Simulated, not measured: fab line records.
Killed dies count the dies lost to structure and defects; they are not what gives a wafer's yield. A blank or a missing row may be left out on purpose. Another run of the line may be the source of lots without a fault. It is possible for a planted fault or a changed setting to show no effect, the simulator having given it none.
Matching of chambers :: flow gf180mcu :: 4 sister chambers for GF_V4_CMP_04 on cmp-01
The step polishes SiO2. 14 wafers are shown with their chamber, then 7 later ones without.

## WAFERS PAIRED WITH THEIR CHAMBERS
wafer: L862.2
chamber: 0
motor current A (A): 10.8
platen rpm (rpm): 59.96
time to endpoint s (s): 79

wafer: L862.3
chamber: 2
motor current A (A): 11.7
platen rpm (rpm): 60.01
time to endpoint s (s): 71

wafer: L862.4
chamber: 1
motor current A (A): 14.0
platen rpm (rpm): 59.96
time to endpoint s (s): 80

wafer: L866.1
chamber: 1
motor current A (A): 13.3
platen rpm (rpm): 60.01
time to endpoint s (s): 71

wafer: L866.4
chamber: 2
motor current A (A): 11.7
platen rpm (rpm): 60.02
time to endpoint s (s): 80

wafer: L866.6
chamber: 1
motor current A (A): 13.3
platen rpm (rpm): 60.01
time to endpoint s (s): 73

wafer: L874.2
chamber: 2
motor current A (A): 11.7
platen rpm (rpm): 60.03
time to endpoint s (s): 76

wafer: L874.3
chamber: 0
motor current A (A): 10.5
platen rpm (rpm): 59.94
time to endpoint s (s): 77

wafer: L874.5
chamber: 3
motor current A (A): 11.3
platen rpm (rpm): 60.01
time to endpoint s (s): 79

wafer: L878.4
chamber: 0
motor current A (A): 10.6
platen rpm (rpm): 59.99
time to endpoint s (s): 83

wafer: L878.5
chamber: 3
motor current A (A): 11.1
platen rpm (rpm): 60.00
time to endpoint s (s): 75

wafer: L878.6
chamber: 0
motor current A (A): 10.0
platen rpm (rpm): 59.99
time to endpoint s (s): 88

wafer: L880.1
chamber: 1
motor current A (A): 13.4
platen rpm (rpm): 60.00
time to endpoint s (s): 75

wafer: L880.2
chamber: 2
motor current A (A): 10.5
platen rpm (rpm): 59.98
time to endpoint s (s): 80

SIGNATURES (averages over the wafers above)
reading: motor current A
chamber 0: 10.475
chamber 1: 13.500
chamber 2: 11.400
chamber 3: 11.200
scatter within a chamber: 0.423

reading: platen rpm
chamber 0: 59.9700
chamber 1: 59.9950
chamber 2: 60.0100
chamber 3: 60.0050
scatter within a chamber: 0.0222

reading: time to endpoint s
chamber 0: 81.75
chamber 1: 74.75
chamber 2: 76.75
chamber 3: 77.00
scatter within a chamber: 4.22
Rule: a wafer lies at a distance from a chamber equal to the root of the sum of squares, over the readings, of (its reading less the chamber's mean, divided by the reading's scatter). The wafer belongs to the nearest chamber; if the next one is less than 2 further off, it can't be placed. The scatter: take each reading less its chamber's mean, square it, sum over the shown wafers, divide by the number of wafers less the number of chambers, and take the root.

## WAFERS WITHOUT THEIR CHAMBER
wafer: L880.6
motor current A (A): 13.4
platen rpm (rpm): 59.93
time to endpoint s (s): 83

wafer: L882.2
motor current A (A): 11.5
platen rpm (rpm): 60.04
time to endpoint s (s): 85

wafer: L882.3
motor current A (A): 13.5
platen rpm (rpm): 60.03
time to endpoint s (s): 82

wafer: L882.4
motor current A (A): 10.8
platen rpm (rpm): 60.05
time to endpoint s (s): 85

wafer: L883.1
motor current A (A): 11.4
platen rpm (rpm): 60.04
time to endpoint s (s): 81

wafer: L883.5
motor current A (A): 11.4
platen rpm (rpm): 60.00
time to endpoint s (s): 87

wafer: L883.6
motor current A (A): 12.8
platen rpm (rpm): 59.90
time to endpoint s (s): 85

## THE CHAMBER EACH PASSED THROUGH
wafer: L880.6
from the rows above: 1
in truth: 1

wafer: L882.2
from the rows above: can't be placed: 2 or 3 or 0
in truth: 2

wafer: L882.3
from the rows above: 1
in truth: 1

wafer: L882.4
from the rows above: can't be placed: 3 or 2 or 0
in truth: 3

wafer: L883.1
from the rows above: can't be placed: 2 or 3
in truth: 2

wafer: L883.5
from the rows above: can't be placed: 3 or 2 or 0
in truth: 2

wafer: L883.6
from the rows above: can't be placed: 1 or 2 or 3 or 0
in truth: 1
Correctly placed: 2 of 7. Unplaceable from these rows: 5, with the true chamber sitting among the candidates in 5. Placed wrongly: 0.
